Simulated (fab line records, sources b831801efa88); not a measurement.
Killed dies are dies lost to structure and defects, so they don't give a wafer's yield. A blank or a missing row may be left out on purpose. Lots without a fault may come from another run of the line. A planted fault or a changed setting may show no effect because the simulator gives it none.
Which tool did it? | flow sfq_line | 8 lots, 24 wafers sampled, at 4 steps of a route of 325

WHAT THE GAUGES READ, wafer by wafer
SFQ_I1_OVL_MEAS_913.
lot  | measured     | on         | I1_OVL (nm)
L661 | day 24 08:42 | overlay-02 | 10 -2 6
L663 | day 25 10:45 | overlay-01 | 4 -2 -1
L665 | day 26 02:21 | overlay-01 | 67 63 64
L667 | day 27 11:46 | overlay-01 | 71 69 64
L673 | day 29 03:18 | overlay-02 | 3 0 3
L675 | day 29 17:46 | overlay-01 | -1 -7 -1
L677 | day 30 07:01 | overlay-02 | 9 4 9
L683 | day 38 19:53 | overlay-02 | -2 5 -6

WHICH TOOL RAN EACH LOT (tool, then ch and the chambers of the sampled wafers, then the start)
lot  | SFQ_TRILAYER_I0_DEP_PECVD_027   | SFQ_TRILAYER_I1_DEP_PECVD_045   | SFQ_TRILAYER_I1_VIA_LITHO_EXPOSE_050
L661 | pecvd-03 ch 0,1,2, day 12 14:07 | pecvd-01 ch 0,2, day 23 13:10   | krf_scanner-02 ch 0, day 24 07:35
L663 | pecvd-02 ch 0,1, day 13 06:30   | pecvd-02 ch 1,2, day 24 14:20   | krf_scanner-01 ch 0, day 25 09:15
L665 | pecvd-02 ch 0,1, day 14 03:08   | pecvd-03 ch 0,1, day 25 06:50   | krf_scanner-01 ch 0, day 26 01:03
L667 | pecvd-02 ch 0,1,2, day 14 21:08 | pecvd-02 ch 0,1, day 26 17:38   | krf_scanner-01 ch 0, day 27 10:16
L673 | pecvd-02 ch 1,2, day 16 14:19   | pecvd-02 ch 0,1,2, day 28 18:19 | krf_scanner-02 ch 0, day 29 02:00
L675 | pecvd-02 ch 0,1,2, day 17 11:25 | pecvd-03 ch 0,2, day 29 11:07   | krf_scanner-02 ch 0, day 29 16:28
L677 | pecvd-02 ch 0,1, day 18 11:27   | pecvd-02 ch 0,1, day 30 00:19   | krf_scanner-02 ch 0, day 30 05:31
L683 | pecvd-04 ch 0,2, day 20 12:23   | pecvd-03 ch 1,2, day 32 15:20   | krf_scanner-02 ch 0, day 38 18:34
- SFQ_TRILAYER_I0_DEP_PECVD_027: deposits SiO2 from SiH4/N2O, time 111.11 s, target thk 500 nm.
- SFQ_TRILAYER_I1_DEP_PECVD_045: deposits SiO2 from SiH4/N2O, time 111.11 s, target thk 500 nm.
- SFQ_TRILAYER_I1_VIA_LITHO_EXPOSE_050: exposes mask I1, target cd 500 nm.

THE ANSWER, worked out from the rows above alone
Rule: what is usual is taken from the lots themselves. Put in order of their means at a reading, lots are off if they are a third of the lots or fewer, leave a main group of 4 or more, and stand apart from it by a gap of 3 or more times the standard deviation of the main group's means; of several such gaps the widest counts. A main group whose means are all the same, to the digits that the tables above print for the reading, isn't used. A lot without any number at a reading at which 4 lots or more have one is off too. The other lots that the step has rows for count as sound.
Off: L665, L667, at SFQ_I1_OVL_MEAS_913 (I1_OVL). The main group: mean 2 nm, standard deviation 3.5.
A tool fits if, at a process step before that reading, it ran every lot that is off, and no sound lot after the first of them. The gauges at SFQ_I1_OVL_MEAS_913 are tried like those tools. One fits: krf_scanner-01 at SFQ_TRILAYER_I1_VIA_LITHO_EXPOSE_050. Its last sound lot is L663 (day 25 09:15), its first lot that is off L665 (day 26 01:03): a fault that began between those two fits.

WHAT THE SIMULATOR HAD PUT IN
Scanner matching overlay: krf_scanner-01, from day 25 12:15 on, at SFQ_TRILAYER_I1_VIA_LITHO_EXPOSE_050. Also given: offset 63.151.
Lots struck among those shown: L665, L667. The rule above found the same.
